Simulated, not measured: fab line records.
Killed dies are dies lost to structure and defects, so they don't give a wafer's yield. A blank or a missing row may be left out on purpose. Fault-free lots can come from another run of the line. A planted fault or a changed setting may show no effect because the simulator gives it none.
fab line records	flow sky130
record lots=5	wafers=15	last-day=48
route steps=708 shown CONTACT@422 METAL1@434 VIA1@458 PAD_OPEN@708
lots that met no fault: from a run of the same line without faults
start-h: start of the lot's first displayed wafer, in hours after the record's first day	wait-h: hours since the lot's step before	" repeats the value in the row above	L1.1+2: a single row standing in for several wafers	- either no value or no given start	* or withheld: withheld	< > ~ a bound
route shown NAME@n: names a module that has steps shown in the file, with the first one's number in the route	usual: mean and standard deviation over wafers with no fault	same: alike in all rows	chamber/n: place in a boat	sites: per-site readings	_std_site: the values' standard deviation	_edge_site: the outer-site mean with the inner-site mean subtracted	radius-mm: how far each site lies from the wafer's centre	mask NAME#n: copy n	behind: the most recent tool/chamber to have shaped the wafer	hold: why the lot was held/for how many hours/how that ended	device: the n, p or np transistor that did not switch	end of line: the tests these same wafers got at the end of their route	for a step that has no rows: nothing shown but its recipe	killed: dies lost to structure and defects at the first sort, not the wafer's yield	map: a wafer's dies, marking killed ones x, the rest . and places with no die _
set.NAME: setting as actually run; set.NAME@STEP: the setting as run at that earlier step	model.NAME: the simulator's own value behind a step, which no gauge read
lots seen at some steps along the route; tables by step, rows by wafer
services: a tool's chamber out of use, with start hour (start-h, from the record's first day; less than 0 if before it), hours out, and reason
## steps
# step SKY_CONTACT_ETCH_16
# recipe chemistry=N2/H2	target=BARC	ion-energy-ev=200	source-w=500	bias-w=100	pressure-mtorr=30	n2-flow-sccm=100	h2-flow-sccm=200	stop-on=SiO2	time-s=45.9	target-depth-a=600
# step SKY_CONTACT_ETCH_17
# recipe target=SiO2	chemistry=C4F8/O2/Ar	stop-on=Si3N4	mask-material=KrF-thick	source-w=1500	bias-w=1200	pressure-mtorr=40	c4f8-flow-sccm=withheld	O2_flow_sccm=6	Ar_flow_sccm=300	time-s=withheld	target-depth-a=3400
# step SKY_CONTACT_ETCH_18
# recipe target=Si3N4	chemistry=CHF3/O2	stop-on=TiN	source-w=600	bias-w=200	pressure-mtorr=40	chf3-flow-sccm=50	O2_flow_sccm=5	time-s=39	target-depth-a=750
# step SKY_CONTACT_STRIP_19
# recipe chemistry=O2/N2	power-w=1400	pressure-mtorr=1500	platen-temp-c=withheld	o2-flow-sccm=3000	n2-flow-sccm=300	overash-fraction=0.5
# usual drypump-motor-current-A=5.7/0.52	o2-flow-sccm=2999/8.1	oes-product-au=0.382/0.0045	strip-time-to-endpoint-s=3.651/0.025
lot.wafer	tool	chamber	start-h	wait-h	drypump-motor-current-A	o2-flow-sccm	oes-product-au	rf-hours-counter-h	strip-time-to-endpoint-s
L882.2	plasma-asher-04	0	736.54	-	6.3	2996	0.381	86	3.718
L882.3	"	1	"	"	5.4	3000	0.382	-	3.651
L882.6	"	0	"	"	6.3	3001	0.387	-	3.713
L883.1	plasma-asher-02	0	752.64	-	6.2	2995	0.386	1	3.676
L883.3	"	1	"	"	5.8	3009	0.382	-	3.653
L883.4	"	0	"	"	6.2	2998	0.377	-	3.636
L885.1	plasma-asher-03	1	768.45	-	4.6	2996	0.374	65	3.651
L885.3	"	1	"	"	4.6	2999	0.389	-	3.679
L885.4	"	0	"	"	5.7	2992	0.389	-	3.654
L886.2	plasma-asher-02	1	771.19	-	5.8	2993	0.382	3	3.687
L886.4	"	0	"	"	6.2	2998	0.386	-	3.673
L886.5	"	0	"	"	6.2	3008	0.389	-	3.689
L893.2	plasma-asher-02	0	827.24	-	6.2	3006	0.376	11	3.637
L893.3	"	1	"	"	5.8	3004	0.379	-	3.614
L893.5	"	1	"	"	5.8	2997	0.384	-	3.630
# step SKY_CONTACT_STRIP_20
# recipe chemistry=post-etch-residue-remover	time-s=1200	temp-c=72.5
# step SKY_CONTACT_CLEAN_21
# recipe chemistry=IPA	time-s=180	temp-c=25
# step SKY_CONTACT_CLEAN_22
# recipe chemistry=O3/DIW	dry=n2-spin
# step SKY_CONTACT_SPUTTER_23
# recipe material=TiN	target-thk-nm=20	chamber-pressure-pa=5	power-w=4000	time-s=80
# step SKY_CONTACT_CVD_24
# recipe material=W	target-thk-nm=340	time-s=102.12	temp-c=400	pressure-torr=40
# usual heater-power-w=774/22
lot.wafer	tool	chamber	start-h	wait-h	heater-power-w
L882.2	cvd-w-01	1	737.20	0.0	742
L882.3	"	1	"	"	732
L882.6	"	1	"	"	749
L883.1	cvd-w-02	1	753.29	0.0	774
L883.3	"	0	"	"	805
L883.4	"	1	"	"	781
L885.1	cvd-w-02	1	769.10	0.0	761
L885.3	"	0	"	"	774
L885.4	"	1	"	"	781
L886.2	cvd-w-02	0	771.84	0.0	802
L886.4	"	0	"	"	773
L886.5	"	1	"	"	774
L893.2	cvd-w-01	0	827.89	0.0	762
L893.3	"	1	"	"	738
L893.5	"	1	"	"	736
# step SKY_CONTACT_RS_MEAS_25
# recipe thk-meas-gauge=four-point-probe	reads=W_of_CONTACT_CVD_24+TiN_of_CONTACT_SPUTTER_23
# usual CONTACT_W_RS=0.338/0.003
lot.wafer	tool	chamber	start-h	wait-h	CONTACT_W_RS[ohm/sq]
L882.2	film-metro-03	-	737.33	0.1	0.338
L882.3	"	-	"	"	0.336
L882.6	"	-	"	"	0.341
L883.1	film-metro-02	-	753.40	0.1	0.332
L883.3	"	-	"	"	0.337
L883.4	"	-	"	"	0.337
L885.1	film-metro-02	-	769.21	0.1	0.337
L885.3	"	-	"	"	0.338
L885.4	"	-	"	"	0.339
L886.2	film-metro-03	-	771.97	0.1	0.334
L886.4	"	-	"	"	0.333
L886.5	"	-	"	"	0.334
L893.2	film-metro-03	-	828.02	0.1	0.336
L893.3	"	-	"	"	0.338
L893.5	"	-	"	"	0.338
# step SKY_CONTACT_THK_MEAS_26
# recipe thk-meas-gauge=xrf	reads=W_of_CONTACT_CVD_24
# usual CONTACT_W_THK=343/3.6
lot.wafer	tool	chamber	start-h	wait-h	CONTACT_W_THK[nm]
L882.2	film-metro-03	-	737.44	0.1	344
L882.3	"	-	"	"	345
L882.6	"	-	"	"	340
L883.1	film-metro-02	-	753.52	0.1	348
L883.3	"	-	"	"	345
L883.4	"	-	"	"	343
L885.1	film-metro-02	-	769.33	0.1	340
L885.3	"	-	"	"	336
L885.4	"	-	"	"	337
L886.2	film-metro-03	-	772.08	0.1	346
L886.4	"	-	"	"	347
L886.5	"	-	"	"	348
L893.2	film-metro-03	-	828.13	0.1	346
L893.3	"	-	"	"	343
L893.5	"	-	"	"	348
# step SKY_CONTACT_CMP_27
# recipe stop-on=SiO2	t-overpolish-s=15	down-force-psi=3.5	platen-rpm=60	target-thk-nm=0	pad-velocity-m-s=0.94248
# step SKY_METAL1_SPUTTER_00
# recipe material=Ti	target-thk-nm=15	power-w=3000	time-s=10	chamber-pressure-pa=0.4
# usual throttle-valve-pct=29.6/0.66
lot.wafer	tool	chamber	start-h	wait-h	throttle-valve-pct
L882.2	pvd-sputter-03	-	737.79	0.1	28.5
L882.3	"	-	"	"	28.9
L882.6	"	-	"	"	29.4
L883.1	pvd-sputter-03	-	753.88	0.1	28.6
L883.3	"	-	"	"	30.0
L883.4	"	-	"	"	28.8
L885.1	pvd-sputter-04	-	769.69	0.1	29.9
L885.3	"	-	"	"	29.2
L885.4	"	-	"	"	30.6
L886.2	pvd-sputter-02	-	772.43	0.1	30.4
L886.4	"	-	"	"	29.6
L886.5	"	-	"	"	30.4
L893.2	pvd-sputter-04	-	828.48	0.1	29.3
L893.3	"	-	"	"	30.2
L893.5	"	-	"	"	30.0
# step SKY_METAL1_SPUTTER_01
# recipe material=TiN	target-thk-nm=20	power-w=6500	time-s=16.7	chamber-pressure-pa=0.4
# step SKY_METAL1_SPUTTER_02
# recipe material=AlCu	target-thk-nm=250	power-w=10600	time-s=13.3	chamber-pressure-pa=0.4
# step SKY_METAL1_SPUTTER_03
# recipe material=Ti	target-thk-nm=5	power-w=3000	time-s=3.3	chamber-pressure-pa=0.4
# step SKY_METAL1_SPUTTER_04
# recipe material=TiN	target-thk-nm=70	power-w=6500	time-s=58.3	chamber-pressure-pa=0.4107
# step SKY_METAL1_RS_MEAS_05
# recipe thk-meas-gauge=four-point-probe	reads=TiN_of_METAL1_SPUTTER_04+Ti_of_METAL1_SPUTTER_03+AlCu_of_METAL1_SPUTTER_02+TiN_of_METAL1_SPUTTER_01+Ti_of_METAL1_SPUTTER_00
# usual METAL1_ALCU_RS=0.1268/0.0012
lot.wafer	tool	chamber	start-h	wait-h	METAL1_ALCU_RS[ohm/sq]
L882.2	film-metro-03	-	737.95	0.0	0.1286
L882.3	"	-	"	"	0.1280
L882.6	"	-	"	"	0.1274
L883.1	film-metro-02	-	754.02	0.0	0.1258
L883.3	"	-	"	"	0.1262
L883.4	"	-	"	"	0.1259
L885.1	film-metro-03	-	769.83	0.0	0.1261
L885.3	"	-	"	"	0.1256
L885.4	"	-	"	"	0.1276
L886.2	film-metro-01	-	772.59	0.0	0.1263
L886.4	"	-	"	"	0.1256
L886.5	"	-	"	"	0.1261
L893.2	film-metro-03	-	828.64	0.0	0.1281
L893.3	"	-	"	"	0.1283
L893.5	"	-	"	"	0.1277
# step SKY_METAL1_THK_MEAS_06
# recipe thk-meas-gauge=xrf	reads=AlCu_of_METAL1_SPUTTER_02
# usual METAL1_ALCU_THK=251.1/2.6
lot.wafer	tool	chamber	start-h	wait-h	METAL1_ALCU_THK[nm]
L882.2	film-metro-03	-	738.06	0.1	247.5
L882.3	"	-	"	"	248.2
L882.6	"	-	"	"	247.8
L883.1	film-metro-02	-	754.14	0.1	252.0
L883.3	"	-	"	"	250.9
L883.4	"	-	"	"	251.8
L885.1	film-metro-03	-	769.95	0.1	250.6
L885.3	"	-	"	"	252.4
L885.4	"	-	"	"	246.8
L886.2	film-metro-01	-	772.70	0.1	252.0
L886.4	"	-	"	"	250.3
L886.5	"	-	"	"	251.9
L893.2	film-metro-03	-	828.75	0.1	248.4
L893.3	"	-	"	"	249.4
L893.5	"	-	"	"	251.6
# step SKY_METAL1_DEHYDRATE_07
# recipe temp-c=200	time-s=60
# step SKY_METAL1_HMDS_08
# recipe prime-time-s=60	prime-temp-c=120
# step SKY_METAL1_COAT_09
# recipe resist=BARC	temp-c=withheld	time-s=withheld	spin-rpm=3000	resist-thk-nm=60
# step SKY_METAL1_COAT_10
# recipe resist=KrF-thick	spin-rpm=3000	resist-thk-nm=450
# step SKY_METAL1_SOFTBAKE_11
# recipe temp-c=100	time-s=90	resist=KrF-thick
# step SKY_METAL1_EXPOSE_12
# recipe mask-id=MM1	na=0.8	source-shape=annular	sigma-inner=0.55	sigma-outer=0.85	target-cd-nm=140	dose-mj=28
# step SKY_METAL1_PEB_13
# recipe peb-temp-c=withheld	peb-time-s=withheld	resist=KrF-thick
# step SKY_METAL1_DEVELOP_14
# recipe develop-time-s=60	resist=KrF-thick	dev-temp-c=21
# step SKY_METAL1_CD_MEAS_15
# recipe target-cd-nm=140
# usual cd-nm=139.9/1.6
lot.wafer	tool	chamber	start-h	wait-h	cd-nm
L882.2	cd-sem-01	-	764.48	-	142.4
L882.3	"	-	"	"	142.7
L882.6	"	-	"	"	142.7
L883.1	cd-sem-01	-	781.01	-	137.9
L883.3	"	-	"	"	139.2
L883.4	"	-	"	"	139.2
L885.1	cd-sem-02	-	796.02	-	140.0
L885.3	"	-	"	"	140.4
L885.4	"	-	"	"	140.6
L886.2	cd-sem-02	-	798.07	-	143.0
L886.4	"	-	"	"	141.4
L886.5	"	-	"	"	140.7
L893.2	cd-sem-02	-	854.18	-	142.9
L893.3	"	-	"	"	141.4
L893.5	"	-	"	"	141.7
# step SKY_METAL1_OVL_MEAS_16
# usual METAL1_OVL=-1/6
lot.wafer	tool	chamber	start-h	wait-h	METAL1_OVL[nm]
L882.2	overlay-02	-	764.59	0.1	-7
L882.3	"	-	"	"	-3
L882.6	"	-	"	"	3
L883.1	overlay-02	-	781.13	0.1	4
L883.3	"	-	"	"	1
L883.4	"	-	"	"	5
L885.1	overlay-01	-	796.14	0.1	1
L885.3	"	-	"	"	1
L885.4	"	-	"	"	-2
L886.2	overlay-02	-	798.18	0.1	0
L886.4	"	-	"	"	-7
L886.5	"	-	"	"	-2
L893.2	overlay-01	-	854.29	0.1	1
L893.3	"	-	"	"	-3
L893.5	"	-	"	"	0
# step SKY_METAL1_DESCUM_17
# recipe chemistry=O2	source-power-w=150	bias-power-w=0	pressure-mtorr=10	temp-c=40	time-s=8
# usual drypump-motor-current-A=5.5/0.53	oes-product-au=1.000/0.0083
lot.wafer	tool	chamber	start-h	wait-h	drypump-motor-current-A	oes-product-au	rf-hours-counter-h
L882.2	rie-metal-04	0	764.63	0.0	5.1	0.997	-
L882.3	"	0	"	"	5.1	0.997	-
L882.6	"	0	"	"	5.1	0.998	-
L883.1	rie-metal-01	0	781.17	0.0	4.9	0.991	6.2
L883.3	"	1	"	"	5.3	1.009	-
L883.4	"	0	"	"	4.9	1.000	-
L885.1	rie-metal-01	1	796.18	0.0	5.3	1.013	9.6
L885.3	"	0	"	"	4.9	1.006	-
L885.4	"	1	"	"	5.3	1.005	-
L886.2	rie-metal-03	1	798.21	0.0	6.4	0.994	5.9
L886.4	"	1	"	"	6.4	0.984	-
L886.5	"	1	"	"	6.4	1.006	-
L893.2	rie-metal-03	0	854.32	0.0	5.5	0.991	11.1
L893.3	"	0	"	"	5.5	1.003	-
L893.5	"	0	"	"	5.5	0.999	-
# step SKY_METAL1_ETCH_18
# recipe chemistry=N2/H2	target=BARC	ion-energy-ev=200	bias-w=100	pressure-mtorr=30	n2-flow-sccm=100	h2-flow-sccm=200	icp-w=500	stop-on=SiO2	time-s=45.9	target-depth-a=600
# step SKY_METAL1_METAL_ETCH_19
# recipe target-depth-a=3600	stop-on=SiO2	over-etch-frac=0.3	time-s=78	chemistry=Cl2/BCl3	resist-sidewall-deg=88	pressure-mtorr=10	icp-w=900	bias-w=48.5	Cl2_flow_sccm=60	bcl3-flow-sccm=30
# step SKY_METAL1_STRIP_20
# recipe chemistry=O2/N2	power-w=1400	pressure-mtorr=1500	platen-temp-c=withheld	o2-flow-sccm=3000	n2-flow-sccm=300	overash-fraction=0.5
# usual drypump-motor-current-A=5.7/0.47	o2-flow-sccm=3001/8.1	oes-product-au=0.342/0.0047	strip-time-to-endpoint-s=2.70/0.036
lot.wafer	tool	chamber	start-h	wait-h	drypump-motor-current-A	o2-flow-sccm	oes-product-au	rf-hours-counter-h	strip-time-to-endpoint-s
L882.2	plasma-asher-02	0	764.99	0.1	6.2	3000	0.342	2	2.72
L882.3	"	1	"	"	5.8	2995	0.347	-	2.76
L882.6	"	1	"	"	5.8	2998	0.343	-	2.76
L883.1	plasma-asher-02	0	781.35	0.1	6.2	3007	0.349	4	2.68
L883.3	"	1	"	"	5.8	3001	0.342	-	2.70
L883.4	"	0	"	"	6.2	3001	0.345	-	2.70
L885.1	plasma-asher-04	1	796.36	0.1	5.5	3003	0.339	93	2.66
L885.3	"	0	"	"	6.3	2998	0.343	-	2.69
L885.4	"	1	"	"	5.4	2988	0.347	-	2.63
L886.2	plasma-asher-02	0	798.39	0.1	6.2	3017	0.342	7	2.69
L886.4	"	0	"	"	6.2	3007	0.337	-	2.69
L886.5	"	0	"	"	6.2	3004	0.347	-	2.72
L893.2	plasma-asher-02	1	854.50	0.1	5.8	2996	0.343	15	2.74
L893.3	"	1	"	"	5.8	3004	0.345	-	2.72
L893.5	"	0	"	"	6.2	2992	0.350	-	2.77
# step SKY_METAL1_STRIP_21
# recipe chemistry=post-etch-residue-remover	time-s=1200	temp-c=72.5
# step SKY_METAL1_CLEAN_22
# recipe chemistry=IPA	time-s=180	temp-c=25
# step SKY_METAL1_CLEAN_23
# recipe chemistry=O3/DIW	dry=n2-spin
# step SKY_VIA1_HDPCVD_00
# recipe material=SiO2	target-thk-nm=1030	sigma-open-frac=0.3	time-s=171.7	temp-c=400	sih4-flow-sccm=60	pressure-mtorr=6
# step SKY_VIA1_THK_MEAS_01
# recipe reads=SiO2_of_VIA1_HDPCVD_00
# usual VIA1_HDPCVD_THK=1031/8.9
lot.wafer	tool	chamber	start-h	wait-h	VIA1_HDPCVD_THK[nm]
L882.2	film-metro-02	-	765.70	0.1	1029
L882.3	"	-	"	"	1031
L882.6	"	-	"	"	1030
L883.1	film-metro-02	-	782.06	0.1	1038
L883.3	"	-	"	"	1020
L883.4	"	-	"	"	1020
L885.1	film-metro-04	-	797.48	0.1	1025
L885.3	"	-	"	"	1030
L885.4	"	-	"	"	1026
L886.2	film-metro-02	-	799.10	0.1	1025
L886.4	"	-	"	"	1025
L886.5	"	-	"	"	1027
L893.2	film-metro-04	-	855.22	0.1	1040
L893.3	"	-	"	"	1023
L893.5	"	-	"	"	1047
# step SKY_VIA1_CMP_02
# recipe material=SiO2	down-force-psi=4	platen-rpm=60	pad-velocity-m-s=0.94248
# usual head-pressure-psi=4.000/0.0094	motor-current-A=11.3/0.97	slurry-filter-dp-kPa=13.50/0.15
lot.wafer	tool	chamber	start-h	wait-h	head-pressure-psi	motor-current-A	slurry-filter-dp-kPa
L882.2	cmp-01	2	765.85	0.1	3.996	11.3	13.70
L882.3	"	3	"	"	3.996	12.7	13.56
L882.6	"	1	"	"	3.987	10.0	13.42
L883.1	cmp-01	3	782.12	0.1	4.004	12.3	13.62
L883.4	"	0	"	"	4.008	12.8	13.49
L883.3	"	1	"	"	3.983	10.0	13.55
L885.3	cmp-02	3	797.55	0.0	4.007	12.2	13.24
L885.4	"	1	"	"	4.003	11.3	13.75
L885.1	"	2	"	"	4.010	9.9	13.40
L886.4	cmp-01	3	799.15	0.0	3.993	12.7	13.59
L886.2	"	2	"	"	3.997	10.6	13.39
L886.5	"	3	"	"	4.009	12.2	13.72
L893.3	cmp-01	2	855.36	0.1	4.012	10.7	13.44
L893.2	"	0	"	"	4.004	12.3	13.43
L893.5	"	1	"	"	4.018	9.2	13.78
# step SKY_VIA1_BOW_MEAS_03
# recipe mode=bow
# usual VIA1_BOW=81/7.4
lot.wafer	tool	chamber	start-h	wait-h	VIA1_BOW[um]
L882.2	film-metro-02	-	766.07	0.2	92
L882.3	"	-	"	"	86
L882.6	"	-	"	"	65
L883.1	film-metro-02	-	782.42	0.2	78
L883.3	"	-	"	"	86
L883.4	"	-	"	"	88
L885.1	film-metro-02	-	797.85	0.1	82
L885.3	"	-	"	"	87
L885.4	"	-	"	"	79
L886.2	film-metro-02	-	799.47	0.1	81
L886.4	"	-	"	"	70
L886.5	"	-	"	"	91
L893.2	film-metro-04	-	855.63	0.1	83
L893.3	"	-	"	"	76
L893.5	"	-	"	"	91
# step SKY_VIA1_DEHYDRATE_04
# recipe temp-c=200	time-s=60
# step SKY_VIA1_HMDS_05
# recipe prime-time-s=60	prime-temp-c=119.6
# step SKY_PAD_OPEN_PROBE_99
# usual defect-limited-yield=82.6/1.9	killed_at_M0_to_M3=43/6.9	killed_at_M4_up=3.2/2	killed-at-contacts=25/5.1	killed-at-front-end=15/4.5	killed-at-other=0.2/0.51	killed-dies=85/9.5	killed-open=48/6.9	killed-short=38/6.7	sort_bin_3_pad_short=0.8/0.4	sort_bin_5_function=10.2/1.6	sort_bin_6_memory=6.4/1.1	sort-n-pass=407/9.5	sort-yield-pct=82.6/1.9
# same gross-dies=492	killed-at-back-side=0	sort_bin_4_leakage[%]=0	sort_bin_8_speed[%]=0
lot.wafer	tool	chamber	start-h	wait-h	hold	defect-limited-yield[%]	killed_at_M0_to_M3	killed_at_M4_up	killed-at-contacts	killed-at-front-end	killed-at-other	killed-dies	killed-open	killed-short	sort_bin_3_pad_short[%]	sort_bin_5_function[%]	sort_bin_6_memory[%]	sort-n-pass	sort-yield-pct[%]	model.etest.tester.sort-n-pass	model.etest.tester.sort-yield-pct	model.etest.tester.sort_bin_5_pct	model.etest.tester.sort_bin_3_pct
L882.2	prober-01	-	1075.98	0.1	-	84.1	43	1	26	8	0	78	51	27	0.8	7.5	7.5	414	84.1	414	84.15	7.52	0.813
L882.3	prober-01	-	1076.03	0.2	-	83.5	37	3	16	25	0	81	40	41	1.4	8.7	6.3	411	83.5	411	83.54	8.74	1.423
L882.6	prober-01	-	1076.18	0.2	-	84.6	42	3	19	10	2	76	43	33	1.2	9.8	4.5	416	84.6	416	84.55	9.756	1.22
L883.1	prober-02	-	1087.82	0.1	-	87.4	33	1	18	10	0	62	38	24	0.4	6.1	6.1	430	87.4	430	87.4	6.098	0.4065
L883.3	prober-02	-	1087.92	0.2	-	85.2	30	4	22	17	0	73	42	31	1.0	8.3	5.5	419	85.2	419	85.16	8.333	1.016
L883.4	prober-02	-	1087.97	0.2	-	82.3	44	2	27	14	0	87	42	45	1.6	10.2	5.9	405	82.3	405	82.32	10.16	1.626
L885.1	prober-02	-	1100.28	0.1	-	83.7	44	1	24	11	0	80	52	28	0.2	9.1	6.9	412	83.7	412	83.74	9.146	0.2033
L885.3	prober-02	-	1100.38	0.2	-	85.8	40	5	19	6	0	70	37	33	1.0	7.3	5.9	422	85.8	422	85.77	7.317	1.016
L885.4	prober-02	-	1100.43	0.2	-	83.7	45	2	15	17	1	80	45	35	0.4	11.0	4.9	412	83.7	412	83.74	10.98	0.4065
L886.2	prober-01	-	1101.44	0.1	-	79.3	49	2	36	15	0	102	54	48	1.4	12.0	7.3	390	79.3	390	79.27	11.99	1.423
L886.4	prober-01	-	1101.54	0.2	-	81.9	45	3	30	11	0	89	48	41	0.6	11.2	6.3	403	81.9	403	81.91	11.18	0.6098
L886.5	prober-01	-	1101.59	0.2	-	83.7	45	5	25	4	1	80	49	31	0.4	10.4	5.5	412	83.7	412	83.74	10.37	0.4065
L893.2	prober-02	-	1144.18	0.1	await-dispo/2.1h/release	71.7	94	7	25	10	3	139	51	30	4.5	16.3	7.5	353	71.7	353	71.75	16.26	4.472
L893.3	prober-02	-	1144.23	0.2	await-dispo/2.1h/release	79.9	45	5	25	24	0	99	56	43	0.8	11.8	7.5	393	79.9	393	79.88	11.79	0.813
L893.5	prober-02	-	1144.33	0.2	await-dispo/2.1h/release	81.1	43	4	33	13	0	93	56	37	0.6	12.0	6.3	399	81.1	399	81.1	11.99	0.6098
# killed by level:class
L882.2 VIA1:geometric-particle:open=12 CONTACT:geometric-particle:open=10 LI_CONTACT:geometric-particle:open=8 VIA3:geometric-particle:open=8 VIA2:geometric-particle:open=6 METAL1:geometric-particle:short=5 METAL2:geometric-particle:short=5 POLY_GATE:geometric-particle:open=3
L882.3 VIA1:geometric-particle:open=11 FIELD_ISO:geometric-particle:short=6 POLY_GATE:geometric-particle:short=6 FIELD_ISO:geometric-particle:open=5 POLY_GATE:geometric-particle:open=5 CONTACT:geometric-particle:open=5 VIA2:geometric-particle:open=5 METAL2:geometric-particle:short=4
L882.6 VIA1:geometric-particle:open=10 METAL1:geometric-particle:short=7 VIA2:geometric-particle:open=7 CONTACT:geometric-particle:open=6 LI_CONTACT:geometric-particle:open=5 LOCAL_INTERCONNECT:geometric-particle:short=4 VIA1:geometric-particle:short=3 METAL2:geometric-particle:short=3
L883.1 CONTACT:geometric-particle:open=9 VIA2:geometric-particle:open=9 FIELD_ISO:geometric-particle:open=4 METAL1:geometric-particle:short=4 VIA1:geometric-particle:open=4 METAL2:geometric-particle:open=4 VIA3:geometric-particle:open=4 LI_CONTACT:geometric-particle:short=3
L883.3 CONTACT:geometric-particle:open=11 VIA3:geometric-particle:open=9 VIA2:geometric-particle:open=6 FIELD_ISO:geometric-particle:short=5 VIA1:geometric-particle:open=5 POLY_GATE:geometric-particle:short=4 LI_CONTACT:geometric-particle:short=3 LI_CONTACT:geometric-particle:open=3
L883.4 CONTACT:geometric-particle:open=9 METAL1:geometric-particle:short=9 VIA1:geometric-particle:open=7 VIA3:geometric-particle:open=6 VIA2:geometric-particle:open=6 FIELD_ISO:geometric-particle:short=5 POLY_GATE:geometric-particle:short=5 LI_CONTACT:geometric-particle:open=5
L885.1 VIA1:geometric-particle:open=11 VIA3:geometric-particle:open=11 LI_CONTACT:geometric-particle:open=9 METAL1:geometric-particle:short=7 CONTACT:geometric-particle:open=6 FIELD_ISO:geometric-particle:open=5 VIA2:geometric-particle:open=5 VIA1:geometric-particle:short=5
L885.3 METAL2:geometric-particle:short=7 VIA3:geometric-particle:open=7 CONTACT:geometric-particle:short=6 VIA1:geometric-particle:open=6 VIA2:geometric-particle:open=6 LI_CONTACT:geometric-particle:open=5 METAL1:geometric-particle:short=5 CONTACT:geometric-particle:open=4
L885.4 VIA1:geometric-particle:open=10 FIELD_ISO:geometric-particle:open=8 LI_CONTACT:geometric-particle:open=8 VIA3:geometric-particle:open=8 VIA1:geometric-particle:short=7 METAL2:geometric-particle:short=6 FIELD_ISO:geometric-particle:short=4 METAL1:geometric-particle:short=4
L886.2 CONTACT:geometric-particle:open=11 LI_CONTACT:geometric-particle:open=10 VIA1:geometric-particle:open=8 VIA2:geometric-particle:open=8 CONTACT:geometric-particle:short=7 METAL1:geometric-particle:short=7 METAL3:geometric-particle:short=6 METAL2:geometric-particle:short=5
L886.4 VIA1:geometric-particle:open=8 VIA3:geometric-particle:open=8 LI_CONTACT:geometric-particle:open=8 LOCAL_INTERCONNECT:geometric-particle:short=7 CONTACT:geometric-particle:open=7 CONTACT:geometric-particle:short=5 VIA1:geometric-particle:short=5 VIA2:geometric-particle:open=5
L886.5 VIA1:geometric-particle:open=16 CONTACT:geometric-particle:open=10 VIA2:geometric-particle:open=7 LI_CONTACT:geometric-particle:open=5 VIA3:geometric-particle:open=5 LOCAL_INTERCONNECT:geometric-particle:short=4 CONTACT:geometric-particle:short=4 VIA1:geometric-particle:short=3
L893.2 METAL1:unspecified=58 VIA1:geometric-particle:open=10 CONTACT:geometric-particle:open=9 VIA2:geometric-particle:open=8 LI_CONTACT:geometric-particle:open=6 VIA2:geometric-particle:short=4 LI_CONTACT:geometric-particle:short=3 LOCAL_INTERCONNECT:geometric-particle:short=3
L893.3 VIA1:geometric-particle:open=15 LI_CONTACT:geometric-particle:open=7 POLY_GATE:geometric-particle:short=6 VIA3:geometric-particle:open=6 METAL1:geometric-particle:short=6 FIELD_ISO:geometric-particle:open=5 FIELD_ISO:geometric-particle:short=5 POLY_GATE:geometric-particle:open=5
L893.5 CONTACT:geometric-particle:open=16 VIA1:geometric-particle:open=9 LI_CONTACT:geometric-particle:open=8 VIA2:geometric-particle:open=8 METAL1:geometric-particle:short=6 VIA1:geometric-particle:short=5 POLY_GATE:geometric-particle:short=4 CONTACT:geometric-particle:short=4
# map L893.2 (x killed, . not)
__________...xx....._________
________...x.....x...._______
______..x.....xx.......x_____
_____..x...x.....xx.xxxx.____
____xx...x.xx...xxx.xxxxxx___
___..x...........xxxxxxxx..__
__.......x.......xxxxxxxxxx._
_....x..xx......x.xxxxxxxxx.x
_x..xx............xxxxxxxx.x.
_x.xxx......x.......xxxxxx...
_.x.x.xx.x.....x.....xxxx....
_..x......x...........xx.....
_..x.....x..x..x........xx...
_x......x......x....xx....xxx
_.....x...x...........x....x.
__.......x...........xx.x.xx_
___.x.....x........x.x.....__
____.....x...........x.x..___
_____.........x..........____
______.......x...xx....._____
________.......x......_______
__________...x..x..._________
# map L885.1 (x killed, . not)
__________...xx...x._________
________.xxx..x....x.._______
______......x....xx....._____
_____.xx...xx..x.......x.____
____x.............x......x___
___........xx..x...........__
__..xx........x..x.........._
_.x...............x..........
_.........x...x..x......x....
_....x.....x..xx...xx........
_x....x.................x.x..
_..xx..x.....x...x........x..
_.....x....x....x.........x..
_x.........x.........x.x.....
_x..........x....x...........
__.x.x......x..............x_
___x...x..xx..x.........x.x__
____........x.............___
_____..xx................____
______..............x..._____
________.x.x..xx......_______
__________..x......._________
## services
tool	chamber	start-h	hours	kind
rie-metal-01	1	719.26	3.4	repair
plasma-asher-04	-	719.60	3.7	repair
plasma-asher-02	-	733.75	9.0	pm
plasma-asher-02	0	733.75	9.0	vent-cycle
cmp-02	-	744.07	4.0	pm
cmp-02	-	749.43	6.3	pm
pvd-sputter-02	-	751.63	0.9	repair
cvd-w-02	0	757.11	6.4	repair
cmp-02	-	779.88	1.1	repair
rie-metal-03	-	786.36	11.2	repair
plasma-asher-03	-	790.26	19.0	repair
plasma-asher-02	-	799.38	1.9	repair
rie-metal-04	0	801.66	11.3	repair
cmp-01	-	814.12	0.2	repair
plasma-asher-04	-	819.50	62.9	repair
pvd-sputter-03	-	822.34	6.6	repair
rie-metal-01	-	827.76	0.4	repair
pvd-sputter-02	-	837.70	4.5	repair
cmp-02	-	839.24	5.7	repair
cmp-01	-	839.24	0.8	repair
pvd-sputter-02	-	839.46	16.7	repair
cmp-01	-	848.31	5.1	repair
plasma-asher-02	-	849.75	0.4	repair
cmp-02	-	853.48	6.2	pm
## key
first-sign step=SKY_PAD_OPEN_PROBE_99	reading=sort_bin_3_pad_short	direction=up	sigmas=9.3	usual=0.8	struck=4.5
effect step=SKY_PAD_OPEN_PROBE_99	reading=killed_at_M0_to_M3	direction=up	sigmas=7.4	usual=43	struck=94
model-effect step=SKY_PAD_OPEN_PROBE_99	value=etest.tester.sort-n-pass	without=403	struck=353
met-at SKY_METAL1_SPUTTER_00
struck-wafers L893.2
fault kind=chamber-particle-source	tool=pvd-sputter-04	chamber=-	onset-h=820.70	steps=SKY_METAL1_SPUTTER_00	rate-per-visit-cm2=1.3591	end-h=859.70	scope=struck-wafers-only
